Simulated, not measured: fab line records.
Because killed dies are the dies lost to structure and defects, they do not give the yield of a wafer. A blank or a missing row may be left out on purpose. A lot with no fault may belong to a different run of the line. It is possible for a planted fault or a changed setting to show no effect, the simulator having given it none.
Lot-split experiment + flow gf180mcu + route with 602 steps; 5 lots, 23 wafers read

ABOUT THE SPLIT
At GF_M4_SPUTTER_04 (material TiN, target thk 50 nm, time 41.7 s), the setting timeS was moved away from the recipe's 41.7 s on 9 of the 23 wafers read, by -8.6% to +7.1%. This setting was run at the recipe's value on the other wafers.

The reading is taken at the split's own step.

THE READING
TiN_of_M4_SPUTTER_04.thkNm (the simulator's own value, which no gauge read), in nm, at GF_M4_SPUTTER_04 (material TiN, target thk 50 nm, time 41.7 s). No usual value for it is given in the file. Average 49.66 nm, standard deviation 0.34 nm, over the 14 wafers here run with the recipe.

| wafer  | tool, chamber at the split | timeS as run, s | against the recipe | TiN_of_M4_SPUTTER_04.thkNm, nm | against lot-mates on the recipe |
|--------|----------------------------|-----------------|--------------------|--------------------------------|---------------------------------|
| L074.1 | pvdSputter-01, -           | 41.7            | recipe             | 50.23                          | -                               |
| L074.2 | pvdSputter-01, -           | 38.11           | -8.6%              | 46.11                          | -3.88                           |
| L074.3 | pvdSputter-01, -           | 41.7            | recipe             | 49.92                          | -                               |
| L074.4 | pvdSputter-01, -           | 38.11           | -8.6%              | 45.44                          | -4.55                           |
| L074.6 | pvdSputter-01, -           | 41.7            | recipe             | 49.82                          | -                               |
| L076.1 | pvdSputter-04, -           | 41.7            | recipe             | 49.09                          | -                               |
| L076.2 | pvdSputter-04, -           | 41.7            | recipe             | 49.5                           | -                               |
| L076.4 | pvdSputter-04, -           | 41.7            | recipe             | 49.57                          | -                               |
| L076.5 | pvdSputter-04, -           | 38.84           | -6.9%              | 46.09                          | -3.30                           |
| L076.6 | pvdSputter-04, -           | 38.84           | -6.9%              | 46.24                          | -3.15                           |
| L077.1 | pvdSputter-02, -           | 41.7            | recipe             | 49.97                          | -                               |
| L077.5 | pvdSputter-02, -           | 41.7            | recipe             | 49.37                          | -                               |
| L077.6 | pvdSputter-02, -           | 41.7            | recipe             | 49.6                           | -                               |
| L078.1 | pvdSputter-01, -           | 41.7            | recipe             | 49.5                           | -                               |
| L078.2 | pvdSputter-01, -           | 44.67           | +7.1%              | 53.12                          | +3.64                           |
| L078.4 | pvdSputter-01, -           | 44.67           | +7.1%              | 53.3                           | +3.82                           |
| L078.5 | pvdSputter-01, -           | 44.67           | +7.1%              | 53.19                          | +3.71                           |
| L078.6 | pvdSputter-01, -           | 41.7            | recipe             | 49.45                          | -                               |
| L080.2 | pvdSputter-02, -           | 41.7            | recipe             | 50.14                          | -                               |
| L080.3 | pvdSputter-02, -           | 43.95           | +5.4%              | 52.45                          | +2.71                           |
| L080.4 | pvdSputter-02, -           | 43.95           | +5.4%              | 52.43                          | +2.69                           |
| L080.5 | pvdSputter-02, -           | 41.7            | recipe             | 49.97                          | -                               |
| L080.6 | pvdSputter-02, -           | 41.7            | recipe             | 49.11                          | -                               |

THE FIT
A straight line over all 23 wafers: TiN_of_M4_SPUTTER_04.thkNm changes by +0.487 nm for each +1% of timeS; r = +0.99; the points scatter about the line by 0.32 nm.
The same after taking each lot's own level away (the mean of its wafers on the recipe; 23 wafers): +0.498 nm for each +1%; r = +0.99; scatter 0.26 nm.
On that fit, the largest move of timeS shifts the reading by 4.3 nm.
Measured against the standard deviation above, the lots' own levels, which go from 49.387 to 49.990 nm, span 1.8 times it.
So the lot-to-lot level changes the slope little: the two slopes agree.
Check: -4.34 nm against its lot-mates is what the line predicts for one of the wafers moved furthest among these (-8.6%) when that wafer is left out of the fit. It came out at -3.88 nm against them.

FURTHER SPLITS ON THESE WAFERS
These wafers also went through other splits before the reading. Each is held against what the fit with the lots' levels taken away leaves over:
| other split on the same wafers | wafers away from the commonest value | r with TiN_of_M4_SPUTTER_04.thkNm (lot level and that fit taken away) |
|--------------------------------|--------------------------------------|-----------------------------------------------------------------------|
| GF_V3_PEB_12 pebTimeS          | 11                                   | +0.20                                                                 |
| GF_V3_CMP_26 tOverpolishS      | 8                                    | +0.08                                                                 |

FILE'S OWN FIT
TiN_of_M4_SPUTTER_04.thkNm changes by +0.495 nm for each +1% of timeS, r = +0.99.
